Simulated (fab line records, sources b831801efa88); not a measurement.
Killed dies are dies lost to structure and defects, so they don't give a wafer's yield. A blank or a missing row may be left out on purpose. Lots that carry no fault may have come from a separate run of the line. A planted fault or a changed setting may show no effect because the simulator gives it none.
Problem report, 8D (eight disciplines) form, completed by code | flow sky130 | the parts of the form that need people (team, actions taken, sign-off) are left out

== 1. WHAT WENT WRONG ==
At SKY_VT_ADJUST_HVTP_IMPLANT_09, beam energy keV averages 159.98 over 6 wafers from 2 lots, while fault-free wafers read 149.99, standard deviation 0.051. So: +99 or more standard deviations from the usual mean.
Seen first at day 9 12:44 on implanter-01, wafer L953.1. The record has a number at this step for 18 wafers belonging to 6 lots. The rule behind "out" and "out of limits": a value lying over 4 standard deviations away from the usual mean. Any other wafer with a number is counted as sound.

== 2. WHAT THIS IS AND IS NOT ==
question                    | is                     | is not
which readings at this step | beam energy keV        | -
which lots                  | L953, L959             | L943, L944, L960, L964
which wafers of those lots  | all that have a number | -
read on which tools         | implanter-01           | implanter-04
when                        | from day 9 12:44       | up to then (6 sound wafers); but 6 sound wafers of L960, L964 came after

== 3. WHAT RULES OUT EACH SUSPECT ==
Counting: any tool at a process step up to the reading is kept as a suspect provided that every lot that is out went through it and no sound lot did after the first of them.
- implanter-01 at SKY_VT_ADJUST_HVTP_IMPLANT_09: kept. It processed each lot that is out, first L953 at day 9 12:44, and no sound lot thereafter; up to then, the last sound lot it processed was L944 at day 6 20:13. Its own readings are out on those wafers: beam energy keV.
Remaining after the count: implanter-01 at SKY_VT_ADJUST_HVTP_IMPLANT_09.

== 4. THE CAUSE (what the simulator had put in) ==
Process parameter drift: implanter-01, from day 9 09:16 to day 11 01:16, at SKY_VT_ADJUST_HVTP_IMPLANT_09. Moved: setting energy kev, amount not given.
The count eliminated every tool but this one.

== 5. THE EFFECT CHAIN, in route order ==
Rows list readings where the struck wafers' mean (over those with a number) sits beyond 3 standard deviations from the usual. Readings are gone through only where the record gives a usual standard deviation; hours: the median, over the lots, of the time from a lot's start at the first step in this table giving one to that lot's start at this step; sigmas: the change measured in usual standard deviations.
hours | step                          | reading         | usual  | on struck wafers | change | sigmas
0     | SKY_VT_ADJUST_HVTP_IMPLANT_09 | beam energy keV | 149.99 | 159.98           | +9.99  | +99 or more
It contains these process steps:
- SKY_VT_ADJUST_HVTP_IMPLANT_09

== 6. WHAT WOULD HAVE CAUGHT IT SOONER ==
3 hours passed between the start of the fault at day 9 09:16 and the first reading out of limits in this record, taken at day 9 12:44.
